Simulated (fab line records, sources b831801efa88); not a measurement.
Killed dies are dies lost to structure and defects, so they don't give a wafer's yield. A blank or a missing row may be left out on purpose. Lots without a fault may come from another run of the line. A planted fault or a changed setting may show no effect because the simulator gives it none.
Which tool did it? | flow gf180mcu | 12 lots, 36 wafers sampled, at 6 steps of a route of 602

WHAT THE GAUGES READ, wafer by wafer
GF_PSD_RS_MEAS_14: measures by four-point-probe. Usual: NSD_RS 46.15 ohm/sq, standard deviation 0.08.
lot  | measured     | on            | NSD_RS (ohm/sq)   | flag
L936 | day 14 04:39 | film_metro-03 | 46.11 46.12 46.13 |
L943 | day 16 16:29 | film_metro-01 | 44.87 44.85 44.89 | OFF
L945 | day 17 14:28 | film_metro-01 | 44.97 44.91 44.82 | OFF
L949 | day 18 22:22 | film_metro-03 | 46.24 46.16 46.03 |
L950 | day 19 08:01 | film_metro-01 | 46.01 46.16 46.26 |
L953 | day 20 06:39 | film_metro-01 | 46.18 46.16 46.23 |
L954 | day 20 15:25 | film_metro-02 | 46.15 46.07 46.06 |
L955 | day 20 20:58 | film_metro-01 | 46.19 46.20 46.14 |
L956 | day 21 05:19 | film_metro-02 | 46.06 46.12 46.10 |
L957 | day 21 13:43 | film_metro-02 | 46.17 46.21 46.17 |
L958 | day 21 21:50 | film_metro-02 | 46.09 46.12 46.00 |
L959 | day 22 08:31 | film_metro-01 | 46.16 46.12 46.17 |

GF_PSD_RS_MEAS_15: measures by four-point-probe. Usual: PSD_RS 108.61 ohm/sq, standard deviation 0.27.
lot  | measured     | on            | PSD_RS (ohm/sq)      | flag
L936 | day 14 04:46 | film_metro-03 | 108.75 108.74 108.25 |
L943 | day 16 16:36 | film_metro-01 | 104.02 104.23 104.15 | OFF
L945 | day 17 14:35 | film_metro-01 | 104.36 104.20 104.26 | OFF
L949 | day 18 22:29 | film_metro-03 | 109.09 108.61 108.67 |
L950 | day 19 08:08 | film_metro-01 | 108.50 108.95 108.53 |
L953 | day 20 06:46 | film_metro-01 | 108.95 108.54 108.43 |
L954 | day 20 15:32 | film_metro-02 | 108.46 108.79 108.59 |
L955 | day 20 21:05 | film_metro-01 | 108.39 108.24 108.49 |
L956 | day 21 05:26 | film_metro-02 | 108.39 108.53 108.33 |
L957 | day 21 13:50 | film_metro-02 | 108.62 108.38 108.35 |
L958 | day 21 21:58 | film_metro-02 | 108.56 108.34 108.17 |
L959 | day 22 08:38 | film_metro-01 | 108.40 108.30 108.58 |

GF_V3_CD_MEAS_14: target cd 260 nm. Usual: cd_nm 260.1 nm, standard deviation 1.3.
lot  | measured     | on        | cd_nm (nm)        | flag
L936 | day 22 08:29 | cd_sem-01 | 258.9 259.2 259.4 |
L943 | day 24 22:47 | cd_sem-02 | 258.3 259.0 259.5 |
L945 | day 25 20:53 | cd_sem-01 | 261.6 262.8 263.5 |
L949 | day 27 00:37 | cd_sem-01 | 260.0 260.2 259.1 |
L950 | day 27 05:13 | cd_sem-02 | 260.3 260.1 261.0 |
L953 | day 28 02:20 | cd_sem-01 | 262.5 262.4 260.5 |
L954 | day 28 09:21 | cd_sem-01 | 261.0 260.2 261.5 |
L955 | day 28 15:25 | cd_sem-02 | 261.1 261.4 262.5 |
L956 | day 28 20:43 | cd_sem-01 | 258.1 258.4 257.7 |
L957 | day 29 04:54 | cd_sem-02 | 258.6 259.4 258.2 |
L958 | day 29 11:22 | cd_sem-01 | 259.7 259.9 259.0 |
L959 | day 29 20:57 | cd_sem-01 | 259.3 259.8 259.5 |

GF_V4_THK_MEAS_25: measures by xrf. Usual: V4_W_THK 339 nm, standard deviation 4.1.
lot  | measured     | on            | V4_W_THK (nm) | flag
L936 | day 24 10:32 | film_metro-04 | 330 336 331   |
L943 | day 26 21:52 | film_metro-01 | 339 341 336   |
L945 | day 27 19:08 | film_metro-03 | 339 338 334   |
L949 | day 28 20:35 | film_metro-03 | 338 348 344   |
L950 | day 29 00:37 | film_metro-04 | 340 333 341   |
L953 | day 29 21:50 | film_metro-03 | 340 342 340   |
L954 | day 30 03:43 | film_metro-04 | 335 340 338   |
L955 | day 30 10:04 | film_metro-01 | 345 335 343   |
L956 | day 30 14:06 | film_metro-03 | 336 344 340   |
L957 | day 31 02:01 | film_metro-03 | 335 338 332   |
L958 | day 31 04:29 | film_metro-01 | 332 337 338   |
L959 | day 31 13:25 | film_metro-01 | 338 335 336   |

WHICH TOOL RAN EACH LOT (tool, then ch and the chambers of the sampled wafers, then the start)
lot  | GF_DNWELL_STRIP_08                  | GF_PSD_RTA_13
L936 | plasma_asher-04 ch 0,1, day 2 19:37 | rtp_anneal-02 ch 0, day 14 04:34
L943 | plasma_asher-01 ch 0,1, day 4 07:04 | rtp_anneal-02 ch 0, day 16 16:23
L945 | plasma_asher-03 ch 0,1, day 4 20:44 | rtp_anneal-02 ch 0, day 17 14:23
L949 | plasma_asher-03 ch 0,1, day 5 16:33 | rtp_anneal-01 ch 0, day 18 22:16
L950 | plasma_asher-04 ch 0,1, day 5 21:29 | rtp_anneal-01 ch 0, day 19 07:55
L953 | plasma_asher-04 ch 0,1, day 6 12:46 | rtp_anneal-01 ch 0, day 20 06:33
L954 | plasma_asher-01 ch 0, day 6 18:29   | rtp_anneal-01 ch 0, day 20 15:20
L955 | plasma_asher-03 ch 0, day 6 23:53   | rtp_anneal-02 ch 0, day 20 20:53
L956 | plasma_asher-01 ch 0,1, day 7 04:52 | rtp_anneal-02 ch 0, day 21 05:13
L957 | plasma_asher-03 ch 0,1, day 7 08:47 | rtp_anneal-02 ch 0, day 21 13:38
L958 | plasma_asher-01 ch 0,1, day 7 15:05 | rtp_anneal-01 ch 0, day 21 21:45
L959 | plasma_asher-03 ch 0,1, day 7 20:59 | rtp_anneal-02 ch 0, day 22 08:26
- GF_DNWELL_STRIP_08: strips in O2/N2.
- GF_PSD_RTA_13: time 20 s.

WHAT THE TOOLS THEMSELVES READ (means of the sampled wafers that have a number; where no wafer has one, the mark that the record gives instead)
GF_DNWELL_STRIP_08. Usual: drypump_motor_current_A 6.0 A, standard deviation 0.4; heater_power_w 330 W, standard deviation 38; oes_product_au 0.723 a.u., standard deviation 0.0041; strip_time_to_endpoint_s 36.98 s, standard deviation 0.1.
lot  | tool            | drypump_motor_current_A (A) | heater_power_w (W) | oes_product_au (a.u.) | strip_time_to_endpoint_s (s) | flag
L936 | plasma_asher-04 | 5.6                         | 320                | 0.724                 | 37.03                        |
L943 | plasma_asher-01 | 6.4                         | 363                | 0.722                 | 36.75                        |
L945 | plasma_asher-03 | 6.0                         | 301                | 0.725                 | 37.09                        |
L949 | plasma_asher-03 | 6.1                         | 323                | 0.721                 | 36.98                        |
L950 | plasma_asher-04 | 5.6                         | 321                | 0.724                 | 37.15                        |
L953 | plasma_asher-04 | 5.7                         | 303                | 0.722                 | 37.11                        |
L954 | plasma_asher-01 | 6.8                         | 333                | 0.722                 | 37.15                        |
L955 | plasma_asher-03 | 6.1                         | 342                | 0.723                 | 37.00                        |
L956 | plasma_asher-01 | 6.6                         | 352                | 0.723                 | 36.88                        |
L957 | plasma_asher-03 | 6.1                         | 318                | 0.724                 | 36.85                        |
L958 | plasma_asher-01 | 6.4                         | 380                | 0.725                 | 37.01                        |
L959 | plasma_asher-03 | 6.0                         | 302                | 0.723                 | 36.84                        |

GF_PSD_RTA_13. Usual: lamp_power_pct 31.8 %, standard deviation 2.7; wafer_temp_C_max 1029.8, standard deviation 1.2.
lot  | tool          | lamp_power_pct (%) | wafer_temp_C_max | flag
L936 | rtp_anneal-02 | 29.1               | 1028.1           |
L943 | rtp_anneal-02 | 29.8               | 1038.4           | OFF
L945 | rtp_anneal-02 | 29.8               | 1038.8           | OFF
L949 | rtp_anneal-01 | 34.6               | 1031.0           |
L950 | rtp_anneal-01 | 34.6               | 1030.3           |
L953 | rtp_anneal-01 | 34.6               | 1030.3           |
L954 | rtp_anneal-01 | 34.6               | 1030.0           |
L955 | rtp_anneal-02 | 29.1               | 1029.9           |
L956 | rtp_anneal-02 | 29.1               | 1029.3           |
L957 | rtp_anneal-02 | 29.1               | 1029.7           |
L958 | rtp_anneal-01 | 34.6               | 1030.0           |
L959 | rtp_anneal-02 | 29.1               | 1029.1           |

THE ANSWER, worked out from the rows above alone
Rule: a lot is off if the mean of its wafers that have a number lies more than 3 standard deviations from the usual mean. A lot without any number at a reading at which 4 lots or more have one is off too. The other lots that the step has rows for count as sound. The gauges are gone through in route order, then the tools' own readings, and for those a lot's mean is taken as printed above. The first step at which some lot is off is used, and at that step the reading that is off furthest; a lot without a number counts as furthest.
Off: L943, L945, at GF_PSD_RS_MEAS_14 (NSD_RS).
A tool fits if, at a process step before that reading, it ran every lot that is off, and no sound lot after the first of them. The gauges at GF_PSD_RS_MEAS_14 aren't tried: what is off there is off at GF_PSD_RTA_13 too, on other tools, and a gauge's error can't cause that. None of those tried fits.

WHAT THE SIMULATOR HAD PUT IN
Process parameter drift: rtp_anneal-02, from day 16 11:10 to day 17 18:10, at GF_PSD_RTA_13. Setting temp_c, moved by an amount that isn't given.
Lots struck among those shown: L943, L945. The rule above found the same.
